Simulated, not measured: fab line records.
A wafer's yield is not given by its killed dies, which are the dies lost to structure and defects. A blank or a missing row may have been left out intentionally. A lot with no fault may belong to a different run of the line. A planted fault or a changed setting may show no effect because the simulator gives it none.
fab line records	flow sky130
record lots=7	wafers=21	last-day=50
route steps=708 shown SONOS_ONO@172 PAD_OPEN@708
lots that met no fault: from a run of the same line without faults
start-h: hours from the record's first day to the start of the lot's first wafer shown	wait-h: hours since the lot's step before	" repeats the value in the row above	L1.1+2: one row covering several wafers at once	- no value present, or no start provided	* or withheld: withheld	< > ~ a bound
route shown NAME@n: names a module that has steps shown in the file, with the first one's number in the route	usual: average and standard deviation across the fault-free wafers	same: alike in all rows	chamber/n: place in a boat	sites: each site's reading	_std_site: how widely they spread, as a standard deviation	_edge_site: mean of outer sites minus mean of inner sites	radius-mm: how far each site lies from the wafer's centre	mask NAME#n: copy n	behind: the tool/chamber that last shaped the wafer	hold: why the lot was held/for how many hours/how that ended	device: whichever transistor did not switch (one of n, p or np)	end of line: tests of these same wafers at the route's end	a step given without rows: its recipe and nothing more	killed: count of dies lost to structure and defects at first sort (not the wafer's yield)	map: per-die view of a wafer (x killed, . not killed, _ where there is no die)
set.NAME: setting as actually run; set.NAME@STEP: the setting as run at that earlier step	model.NAME: the simulator's own value behind a step, which no gauge read
certain route steps with their lots: each step a table, each wafer a row
services: from which hour (start-h, from the record's first day; less than 0 if before it) a tool's chamber was out of use, for how many hours, and why
## steps
# step SKY_SONOS_ONO_CVD_04
# recipe material=SiO2	precursor=SiH4/N2O	target-thk-nm=5.7199	temp-c=900	pressure-mtorr=400
# step SKY_SONOS_ONO_THK_MEAS_05
# recipe reads=SiO2_of_SONOS_ONO_CVD_04
# usual SONOS_ONO_CVD_04_THK=5.77/0.12
lot.wafer	tool	chamber	start-h	wait-h	SONOS_ONO_CVD_04_THK[nm]
L103.3	film-metro-02	-	283.47	0.0	5.86
L103.4	"	-	"	"	5.72
L103.5	"	-	"	"	5.75
L106.2	film-metro-01	-	303.90	0.0	5.62
L106.4	"	-	"	"	5.65
L106.6	"	-	"	"	5.67
L109.2	film-metro-04	-	330.85	0.0	5.90
L109.3	"	-	"	"	5.94
L109.6	"	-	"	"	5.95
L114.3	film-metro-01	-	374.25	0.0	5.90
L114.4	"	-	"	"	5.88
L114.5	"	-	"	"	5.90
L115.1	film-metro-04	-	383.31	0.0	5.71
L115.3	"	-	"	"	5.72
L115.6	"	-	"	"	5.73
L116.1	film-metro-04	-	390.16	0.0	5.62
L116.2	"	-	"	"	5.70
L116.6	"	-	"	"	5.47
L124.1	film-metro-01	-	445.43	0.0	5.78
L124.4	"	-	"	"	5.74
L124.6	"	-	"	"	5.77
# step SKY_SONOS_ONO_DEHYDRATE_06
# recipe temp-c=200	time-s=60
# step SKY_SONOS_ONO_HMDS_07
# recipe prime-time-s=60	prime-temp-c=120
# step SKY_SONOS_ONO_COAT_08
# recipe resist=NOVOLAK	spin-rpm=3000	resist-thk-nm=1140
# step SKY_SONOS_ONO_SOFTBAKE_09
# recipe temp-c=90	time-s=60	resist=NOVOLAK
# step SKY_SONOS_ONO_EXPOSE_10
# recipe mask-id=ONOM	target-cd-nm=410	na=0.6	source-shape=conventional	sigma-outer=0.6	dose-mj=150
# step SKY_SONOS_ONO_PEB_11
# recipe temp-c=withheld	time-s=*	resist=NOVOLAK
# step SKY_SONOS_ONO_DEVELOP_12
# recipe develop-time-s=60	dev-temp-c=23
# step SKY_SONOS_ONO_CD_MEAS_13
# recipe target-cd-nm=410
# usual cd-nm=410.3/2.5
lot.wafer	tool	chamber	start-h	wait-h	cd-nm
L103.3	cd-sem-02	-	309.57	0.1	409.5
L103.4	"	-	"	"	410.7
L103.5	"	-	"	"	410.7
L106.2	cd-sem-02	-	329.63	0.1	410.5
L106.4	"	-	"	"	409.1
L106.6	"	-	"	"	409.5
L109.2	cd-sem-02	-	358.40	0.1	412.5
L109.3	"	-	"	"	410.5
L109.6	"	-	"	"	411.9
L114.3	cd-sem-02	-	403.37	0.1	405.9
L114.4	"	-	"	"	405.3
L114.5	"	-	"	"	405.8
L115.1	cd-sem-01	-	412.13	0.1	411.5
L115.3	"	-	"	"	411.6
L115.6	"	-	"	"	415.3
L116.1	cd-sem-01	-	419.06	0.1	413.2
L116.2	"	-	"	"	413.2
L116.6	"	-	"	"	412.1
L124.1	cd-sem-02	-	476.83	0.1	406.9
L124.4	"	-	"	"	407.3
L124.6	"	-	"	"	408.4
# step SKY_SONOS_ONO_OVL_MEAS_14
# usual SONOS_ONO_OVL=0.4/1.5
lot.wafer	tool	chamber	start-h	wait-h	SONOS_ONO_OVL[nm]
L103.3	overlay-01	-	309.66	0.1	1.8
L103.4	"	-	"	"	1.6
L103.5	"	-	"	"	2.3
L106.2	overlay-02	-	329.74	0.1	1.4
L106.4	"	-	"	"	0.5
L106.6	"	-	"	"	0.9
L109.2	overlay-01	-	358.51	0.1	0.6
L109.3	"	-	"	"	0.9
L109.6	"	-	"	"	1.9
L114.3	overlay-01	-	403.46	0.1	0.7
L114.4	"	-	"	"	-1.4
L114.5	"	-	"	"	2.0
L115.1	overlay-02	-	412.25	0.1	0.2
L115.3	"	-	"	"	0.7
L115.6	"	-	"	"	1.7
L116.1	overlay-02	-	419.18	0.1	0.4
L116.2	"	-	"	"	0.2
L116.6	"	-	"	"	-1.4
L124.1	overlay-01	-	476.95	0.1	-2.0
L124.4	"	-	"	"	0.1
L124.6	"	-	"	"	-1.7
# step SKY_SONOS_ONO_ETCH_15
# recipe target-depth-nm=19.52	chemistry=CHF3/O2	source-w=600	bias-w=194.5	pressure-mtorr=40	chf3-flow-sccm=50	O2_flow_sccm=5	time-s=7.8
# usual O2_flow_sccm=5.000/0.015	bias-w=194.5/0.55	drypump-motor-current-A=5.7/0.5	oes-product-au=0.988/0.0088	throttle-valve-pct=8.823/0.01
lot.wafer	tool	chamber	start-h	wait-h	O2_flow_sccm	bias-w	drypump-motor-current-A	oes-product-au	rf-hours-counter-h	throttle-valve-pct
L103.3	rie-diel-03	1	309.69	0.0	4.987	193.5	6.0	0.998	3	8.842
L103.4	"	0	"	"	5.013	194.0	5.0	0.999	111	8.846
L103.5	"	1	"	"	4.980	195.0	6.0	0.990	-	8.833
L106.2	rie-diel-04	2	329.77	0.0	5.032	194.1	6.5	0.985	72	8.805
L106.4	"	3	"	"	4.978	194.9	5.9	0.983	120	8.815
L106.6	"	3	"	"	4.999	193.8	5.9	0.987	-	8.809
L109.2	rie-diel-04	2	358.54	0.0	4.981	195.1	6.5	0.987	72	8.840
L109.3	"	0	"	"	5.011	194.4	5.9	0.994	9	8.836
L109.6	"	0	"	"	5.019	194.3	5.9	0.992	-	8.810
L114.3	rie-diel-01	3	403.49	0.0	4.995	194.6	4.8	0.977	2	8.829
L114.4	"	0	"	"	5.018	193.9	6.3	0.993	-	8.824
L114.5	"	2	"	"	5.021	195.2	5.5	0.994	-	8.828
L115.1	rie-diel-01	0	412.29	0.0	4.986	195.0	6.2	0.982	4	8.810
L115.3	"	2	"	"	5.021	195.7	5.5	0.983	73	8.823
L115.6	"	1	"	"	5.005	193.7	5.2	0.981	-	8.828
L116.1	rie-diel-01	1	419.22	0.0	4.996	194.0	5.2	0.988	0	8.826
L116.2	"	3	"	"	5.011	194.2	4.8	0.975	2	8.800
L116.6	"	2	"	"	5.008	194.1	5.5	0.977	-	8.816
L124.1	rie-diel-03	2	476.99	0.0	5.003	194.6	5.2	0.974	30	8.822
L124.4	"	1	"	"	5.020	194.7	6.0	1.000	-	8.817
L124.6	"	3	"	"	5.017	194.5	6.1	0.986	-	8.819
# step SKY_SONOS_ONO_WET_ETCH_16
# recipe chemistry=dHF	target-depth-nm=14	dry=n2-spin	target=SiO2	dilution=100:1	temp-c=25	time-s=280
# usual bath-heat-duty-pct=6.3/0.62	run-length-s=308/3.6
lot.wafer	tool	chamber	start-h	wait-h	bath-heat-duty-pct	run-length-s	model.SiO2_of_FIELD_ISO_CVD_24.thk-nm	model.SiO2_of_NWELL_OXIDATION_01.thk-nm
L103.3	wet-bench-02	3	309.71	0.0	6.7	307	383.2	0
L103.4	"	3	"	"	6.9	307	384.6	0
L103.5	"	3	"	"	6.4	307	383.4	0
L106.2	wet-bench-04	0	329.79	0.0	6.4	315	383.7	0
L106.4	"	0	"	"	6.4	315	384.4	0
L106.6	"	0	"	"	6.5	315	384	0
L109.2	wet-bench-04	0	358.56	0.0	5.9	313	384.8	0
L109.3	"	0	"	"	6.8	313	383.2	0
L109.6	"	0	"	"	6.7	313	383.4	0
L114.3	wet-bench-04	0	403.51	0.0	-	-	399.8	5.231
L114.4	"	0	"	"	-	-	399.8	5.144
L114.5	"	0	"	"	-	-	399.8	5.235
L115.1	wet-bench-02	2	412.31	0.0	-	-	397.6	5.209
L115.3	"	2	"	"	-	-	398.1	5.289
L115.6	"	2	"	"	-	-	398.5	5.283
L116.1	wet-bench-04	1	419.24	0.0	-	-	398.3	5.101
L116.2	"	1	"	"	-	-	396.9	5.179
L116.6	"	1	"	"	-	-	398.2	5.002
L124.1	wet-bench-02	2	477.01	0.0	6.0	307	383.7	0
L124.4	"	2	"	"	5.6	307	385.5	0
L124.6	"	2	"	"	6.4	307	385.7	0
# step SKY_SONOS_ONO_STRIP_17
# recipe chemistry=O2/N2	power-w=1400	pressure-mtorr=1500	platen-temp-c=withheld	o2-flow-sccm=3000	n2-flow-sccm=300	overash-fraction=0.5
# usual drypump-motor-current-A=5.7/0.52	oes-product-au=0.711/0.0043	strip-time-to-endpoint-s=14.08/0.042
lot.wafer	tool	chamber	start-h	wait-h	drypump-motor-current-A	oes-product-au	rf-hours-counter-h	strip-time-to-endpoint-s
L103.3	plasma-asher-04	1	309.83	0.0	6.3	0.707	-	14.10
L103.4	"	0	"	"	5.1	0.715	-	14.12
L103.5	"	0	"	"	5.1	0.707	-	14.08
L106.2	plasma-asher-02	0	329.89	0.0	6.0	0.708	61	14.00
L106.4	"	1	"	"	6.5	0.712	-	14.05
L106.6	"	0	"	"	6.0	0.711	-	13.99
L109.2	plasma-asher-04	1	358.66	0.0	6.4	0.710	56	14.09
L109.3	"	0	"	"	5.1	0.709	-	14.08
L109.6	"	1	"	"	6.4	0.722	-	14.14
L114.3	plasma-asher-04	0	403.63	0.0	5.2	0.712	-	14.04
L114.4	"	1	"	"	6.3	0.705	-	14.03
L114.5	"	1	"	"	6.3	0.709	-	14.04
L115.1	plasma-asher-04	0	412.39	0.0	5.2	0.714	62	14.11
L115.3	"	1	"	"	6.3	0.715	-	14.07
L115.6	"	1	"	"	6.3	0.709	-	14.08
L116.1	plasma-asher-04	1	419.33	0.0	6.3	0.708	63	14.10
L116.2	"	0	"	"	5.1	0.705	63	14.15
L116.6	"	0	"	"	5.1	0.711	-	14.09
L124.1	plasma-asher-02	0	477.09	0.0	6.0	0.706	75	14.16
L124.4	"	1	"	"	6.5	0.714	-	14.10
L124.6	"	1	"	"	6.5	0.714	-	14.13
# step SKY_SONOS_ONO_WET_ETCH_18
# recipe chemistry=H3PO4	target-depth-nm=15	target=Si3N4	temp-c=160	time-s=172
# usual bath-guard-temp-C=160.1/0.35	bath-heat-duty-pct=26.6/2
lot.wafer	tool	chamber	start-h	wait-h	bath-guard-temp-C	bath-heat-duty-pct	model.SiO2_of_FIELD_ISO_CVD_24.thk-nm
L103.3	wet-bench-04	2	309.89	0.0	160.4	25.6	383
L103.4	"	2	"	"	160.6	27.7	384.5
L103.5	"	2	"	"	160.0	24.9	383.2
L106.2	wet-bench-02	3	329.99	0.1	160.7	27.4	383.6
L106.4	"	3	"	"	160.6	25.6	384.3
L106.6	"	3	"	"	160.6	25.5	383.9
L109.2	wet-bench-03	2	358.76	0.1	159.6	23.5	384.6
L109.3	"	2	"	"	159.4	25.6	383.1
L109.6	"	2	"	"	159.8	26.8	383.2
L114.3	wet-bench-02	1	403.70	0.0	160.1	28.1	399.7
L114.4	"	1	"	"	160.5	28.0	399.7
L114.5	"	1	"	"	160.5	27.5	399.6
L115.1	wet-bench-04	3	412.49	0.1	160.1	28.3	397.4
L115.3	"	3	"	"	159.9	25.8	398
L115.6	"	3	"	"	160.1	27.5	398.3
L116.1	wet-bench-03	3	419.43	0.1	160.0	30.3	398.1
L116.2	"	3	"	"	160.2	31.5	396.8
L116.6	"	3	"	"	160.0	29.7	398
L124.1	wet-bench-03	2	477.19	0.1	159.5	27.2	383.5
L124.4	"	2	"	"	160.1	24.0	385.4
L124.6	"	2	"	"	159.6	24.5	385.5
# step SKY_PAD_OPEN_PROBE_99
# usual killed_at_M0_to_M3=44/6.3	killed_at_M4_up=3.1/1.8	killed-at-contacts=25/5.1	killed-at-front-end=15/4.1	killed-at-other=0.3/0.71	killed-dies=87/8.8	killed-on-rim=17/3.7	killed-open=47/6.8	killed-short=40/6.7
# same gross-dies=492	killed-at-back-side=0
lot.wafer	tool	chamber	start-h	wait-h	killed_at_M0_to_M3	killed_at_M4_up	killed-at-contacts	killed-at-front-end	killed-at-other	killed-dies	killed-on-rim	killed-open	killed-short
L103.3	prober-01	-	1097.13	0.2	54	4	40	18	0	116	16	65	51
L103.4	prober-01	-	1097.18	0.2	52	1	25	17	0	95	19	55	40
L103.5	prober-01	-	1097.23	0.2	33	5	29	12	0	79	16	51	28
L106.2	prober-01	-	1113.75	0.1	45	4	22	11	0	82	18	46	36
L106.4	prober-01	-	1113.85	0.2	37	7	22	10	0	76	18	37	39
L106.6	prober-01	-	1113.95	0.2	54	3	24	18	0	99	17	59	40
L109.3	prober-01	-	1136.75	0.2	40	3	21	24	0	88	13	37	51
L109.6	prober-01	-	1136.90	0.2	49	8	30	15	0	102	18	53	49
L114.3	prober-01	-	1163.08	0.2	46	2	25	419	0	492	96	47	42
L114.4	prober-01	-	1163.13	0.2	42	6	26	418	0	492	96	53	39
L114.5	prober-01	-	1163.18	0.2	44	1	31	415	1	492	96	52	45
L115.1	prober-02	-	1166.48	0.1	55	3	19	415	0	492	96	43	47
L115.3	prober-02	-	1166.58	0.2	38	3	22	429	0	492	96	32	38
L115.6	prober-02	-	1166.73	0.2	35	2	24	431	0	492	96	51	30
L116.1	prober-01	-	1170.08	0.1	41	3	30	418	0	492	96	46	40
L116.2	prober-01	-	1170.13	0.1	48	2	29	413	0	492	96	46	48
L116.6	prober-01	-	1170.33	0.2	39	2	29	422	0	492	96	43	38
# killed by level:class
L103.3 CONTACT:geometric-particle:open=16 VIA1:geometric-particle:open=14 LI_CONTACT:geometric-particle:open=10 VIA2:geometric-particle:open=10 METAL1:geometric-particle:short=8 CONTACT:geometric-particle:short=7 VIA3:geometric-particle:open=7 LI_CONTACT:geometric-particle:short=5
L103.4 VIA3:geometric-particle:open=11 CONTACT:geometric-particle:open=11 VIA1:geometric-particle:open=9 VIA2:geometric-particle:open=8 FIELD_ISO:geometric-particle:open=6 FIELD_ISO:geometric-particle:short=6 LI_CONTACT:geometric-particle:short=5 VIA2:geometric-particle:short=5
L103.5 CONTACT:geometric-particle:open=12 VIA2:geometric-particle:open=11 LI_CONTACT:geometric-particle:open=8 VIA1:geometric-particle:open=6 METAL4:geometric-particle:short=5 POLY_GATE:geometric-particle:short=4 CONTACT:geometric-particle:short=4 VIA3:geometric-particle:open=4
L106.2 VIA1:geometric-particle:open=13 VIA3:geometric-particle:open=7 CONTACT:geometric-particle:short=6 CONTACT:geometric-particle:open=6 LI_CONTACT:geometric-particle:open=5 METAL2:geometric-particle:short=5 VIA1:geometric-particle:short=4 VIA2:geometric-particle:open=4
L106.4 CONTACT:geometric-particle:open=10 VIA1:geometric-particle:open=9 VIA3:geometric-particle:short=6 METAL2:geometric-particle:short=5 CONTACT:geometric-particle:short=4 METAL3:geometric-particle:short=4 METAL4:geometric-particle:short=4 FIELD_ISO:geometric-particle:open=3
L106.6 VIA1:geometric-particle:open=11 METAL2:geometric-particle:short=10 LI_CONTACT:geometric-particle:open=9 CONTACT:geometric-particle:open=9 VIA2:geometric-particle:open=8 VIA3:geometric-particle:open=8 CONTACT:geometric-particle:short=5 FIELD_ISO:geometric-particle:open=4
L109.3 POLY_GATE:geometric-particle:short=8 METAL1:geometric-particle:short=8 VIA2:geometric-particle:open=8 LOCAL_INTERCONNECT:geometric-particle:short=6 CONTACT:geometric-particle:short=5 VIA1:geometric-particle:open=5 VIA1:geometric-particle:short=5 FIELD_ISO:geometric-particle:open=4
L109.6 CONTACT:geometric-particle:open=13 METAL2:geometric-particle:short=9 VIA1:geometric-particle:open=8 VIA2:geometric-particle:open=7 POLY_GATE:geometric-particle:open=6 LI_CONTACT:geometric-particle:open=6 CONTACT:geometric-particle:short=5 LOCAL_INTERCONNECT:geometric-particle:short=5
L114.3 SONOS_ONO:area-etch=403 METAL1:geometric-particle:short=10 VIA1:geometric-particle:open=9 LI_CONTACT:geometric-particle:open=8 CONTACT:geometric-particle:open=7 VIA3:geometric-particle:open=6 VIA2:geometric-particle:open=6 METAL2:geometric-particle:short=5
L114.4 SONOS_ONO:area-etch=400 CONTACT:geometric-particle:open=11 VIA3:geometric-particle:open=8 LI_CONTACT:geometric-particle:open=7 VIA2:geometric-particle:open=7 METAL1:geometric-particle:short=6 VIA1:geometric-particle:open=6 FIELD_ISO:geometric-particle:short=5
L114.5 SONOS_ONO:area-etch=395 LI_CONTACT:geometric-particle:open=14 VIA1:geometric-particle:open=12 FIELD_ISO:geometric-particle:short=7 CONTACT:geometric-particle:short=7 FIELD_ISO:geometric-particle:open=6 LOCAL_INTERCONNECT:geometric-particle:short=5 VIA1:geometric-particle:short=5
L115.1 SONOS_ONO:area-etch=402 VIA1:geometric-particle:open=12 METAL2:geometric-particle:short=10 CONTACT:geometric-particle:short=9 VIA3:geometric-particle:open=6 VIA2:geometric-particle:open=6 VIA1:geometric-particle:short=5 FIELD_ISO:geometric-particle:open=4
L115.3 SONOS_ONO:area-etch=422 METAL2:geometric-particle:short=9 VIA1:geometric-particle:open=8 VIA3:geometric-particle:open=6 CONTACT:geometric-particle:short=6 LI_CONTACT:geometric-particle:open=5 CONTACT:geometric-particle:open=5 METAL1:geometric-particle:short=5
L115.6 SONOS_ONO:area-etch=411 CONTACT:geometric-particle:open=10 VIA1:geometric-particle:open=8 POLY_GATE:geometric-particle:open=7 LI_CONTACT:geometric-particle:open=7 METAL2:geometric-particle:short=6 LOCAL_INTERCONNECT:geometric-particle:short=5 FIELD_ISO:geometric-particle:open=4
L116.1 SONOS_ONO:area-etch=406 CONTACT:geometric-particle:open=11 VIA2:geometric-particle:open=9 LI_CONTACT:geometric-particle:open=7 CONTACT:geometric-particle:short=6 METAL1:geometric-particle:short=6 VIA3:geometric-particle:short=5 VIA1:geometric-particle:open=5
L116.2 SONOS_ONO:area-etch=398 CONTACT:geometric-particle:open=9 VIA3:geometric-particle:open=9 LI_CONTACT:geometric-particle:open=8 METAL1:geometric-particle:short=8 LOCAL_INTERCONNECT:geometric-particle:short=7 VIA2:geometric-particle:open=6 VIA1:geometric-particle:short=6
L116.6 SONOS_ONO:area-etch=411 VIA3:geometric-particle:open=9 LI_CONTACT:geometric-particle:open=8 VIA2:geometric-particle:open=8 CONTACT:geometric-particle:open=8 METAL1:geometric-particle:short=8 CONTACT:geometric-particle:short=6 VIA1:geometric-particle:short=6
# map L114.3 (x killed, . not)
__________xxxxxxxxxx_________
________xxxxxxxxxxxxxx_______
______xxxxxxxxxxxxxxxxxx_____
_____xxxxxxxxxxxxxxxxxxxx____
____xxxxxxxxxxxxxxxxxxxxxx___
___xxxxxxxxxxxxxxxxxxxxxxxx__
__xxxxxxxxxxxxxxxxxxxxxxxxxx_
_xxxxxxxxxxxxxxxxxxxxxxxxxxxx
_xxxxxxxxxxxxxxxxxxxxxxxxxxxx
_xxxxxxxxxxxxxxxxxxxxxxxxxxxx
_xxxxxxxxxxxxxxxxxxxxxxxxxxxx
_xxxxxxxxxxxxxxxxxxxxxxxxxxxx
_xxxxxxxxxxxxxxxxxxxxxxxxxxxx
_xxxxxxxxxxxxxxxxxxxxxxxxxxxx
_xxxxxxxxxxxxxxxxxxxxxxxxxxxx
__xxxxxxxxxxxxxxxxxxxxxxxxxx_
___xxxxxxxxxxxxxxxxxxxxxxxx__
____xxxxxxxxxxxxxxxxxxxxxx___
_____xxxxxxxxxxxxxxxxxxxx____
______xxxxxxxxxxxxxxxxxx_____
________xxxxxxxxxxxxxx_______
__________xxxxxxxxxx_________
# map L115.1 (x killed, . not)
__________xxxxxxxxxx_________
________xxxxxxxxxxxxxx_______
______xxxxxxxxxxxxxxxxxx_____
_____xxxxxxxxxxxxxxxxxxxx____
____xxxxxxxxxxxxxxxxxxxxxx___
___xxxxxxxxxxxxxxxxxxxxxxxx__
__xxxxxxxxxxxxxxxxxxxxxxxxxx_
_xxxxxxxxxxxxxxxxxxxxxxxxxxxx
_xxxxxxxxxxxxxxxxxxxxxxxxxxxx
_xxxxxxxxxxxxxxxxxxxxxxxxxxxx
_xxxxxxxxxxxxxxxxxxxxxxxxxxxx
_xxxxxxxxxxxxxxxxxxxxxxxxxxxx
_xxxxxxxxxxxxxxxxxxxxxxxxxxxx
_xxxxxxxxxxxxxxxxxxxxxxxxxxxx
_xxxxxxxxxxxxxxxxxxxxxxxxxxxx
__xxxxxxxxxxxxxxxxxxxxxxxxxx_
___xxxxxxxxxxxxxxxxxxxxxxxx__
____xxxxxxxxxxxxxxxxxxxxxx___
_____xxxxxxxxxxxxxxxxxxxx____
______xxxxxxxxxxxxxxxxxx_____
________xxxxxxxxxxxxxx_______
__________xxxxxxxxxx_________
## services
tool	chamber	start-h	hours	kind
rie-diel-03	0	293.08	2.5	repair
rie-diel-04	-	301.61	0.4	repair
rie-diel-01	3	301.98	-	clean
rie-diel-01	3	301.98	26.3	scheduled-down
rie-diel-01	3	301.98	26.3	vent-cycle
rie-diel-04	-	330.08	1.2	repair
rie-diel-03	2	334.78	11.8	repair
plasma-asher-02	-	337.53	2.8	pm
rie-diel-04	3	345.53	-	clean
rie-diel-04	3	345.53	25.4	scheduled-down
rie-diel-04	3	345.53	25.4	vent-cycle
rie-diel-04	1	360.84	3.6	repair
rie-diel-03	-	375.77	0.4	repair
plasma-asher-02	-	377.05	8.5	repair
rie-diel-01	1	389.46	-	clean
rie-diel-01	1	389.46	16.2	scheduled-down
rie-diel-01	1	389.46	16.2	vent-cycle
rie-diel-03	-	391.28	28.3	repair
rie-diel-04	-	402.66	28.1	pm
rie-diel-01	2	425.42	2.9	repair
rie-diel-03	0	451.80	43.1	repair
rie-diel-04	2	452.65	11.3	repair
rie-diel-04	0	461.52	44.4	repair
rie-diel-03	3	468.56	3.5	repair
## key
first-sign step=SKY_SONOS_ONO_WET_ETCH_16	reading=tool-record	direction=missing
effect step=SKY_PAD_OPEN_PROBE_99	reading=killed-at-front-end	direction=up	sigmas=99+	usual=15	struck=420
model-effect step=SKY_SONOS_ONO_WET_ETCH_16	value=SiO2_of_FIELD_ISO_CVD_24.thk-nm	without=383.1	struck=398.6
model-effect step=SKY_SONOS_ONO_WET_ETCH_18	value=SiO2_of_FIELD_ISO_CVD_24.thk-nm	without=383	struck=398.4
more-kills-born-at SKY_SONOS_ONO_WET_ETCH_16@wet-bench-04=2413	SKY_SONOS_ONO_WET_ETCH_16@wet-bench-02=1235
met-at SKY_SONOS_ONO_WET_ETCH_16
struck-wafers L114.3,L114.4,L114.5,L115.1,L115.3,L115.6,L116.1,L116.2,L116.6
later-rows-left-out L114.3,L114.4,L114.5,L115.1,L115.3,L115.6,L116.1,L116.2,L116.6
tester-left-out L114,L115,L116
onset-between 358.56 403.51
fault kind=skipped-step-whole	tool=wet-bench-02,wet-bench-04	chamber=-	onset-h=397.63	steps=SKY_SONOS_ONO_WET_ETCH_16	scope=struck-lots-only
# tester-left-out: of these lots the tester's yield and bins aren't shown, on N5 and GAA mostly nor the transistor test; their killed dies are dies lost to structure and defects alone, not to doping, threshold or leakage, so they don't give the yield
# later-rows-left-out: the simulator's readings of these wafers behind a module that went badly wrong aren't trusted and aren't shown, but for the sort
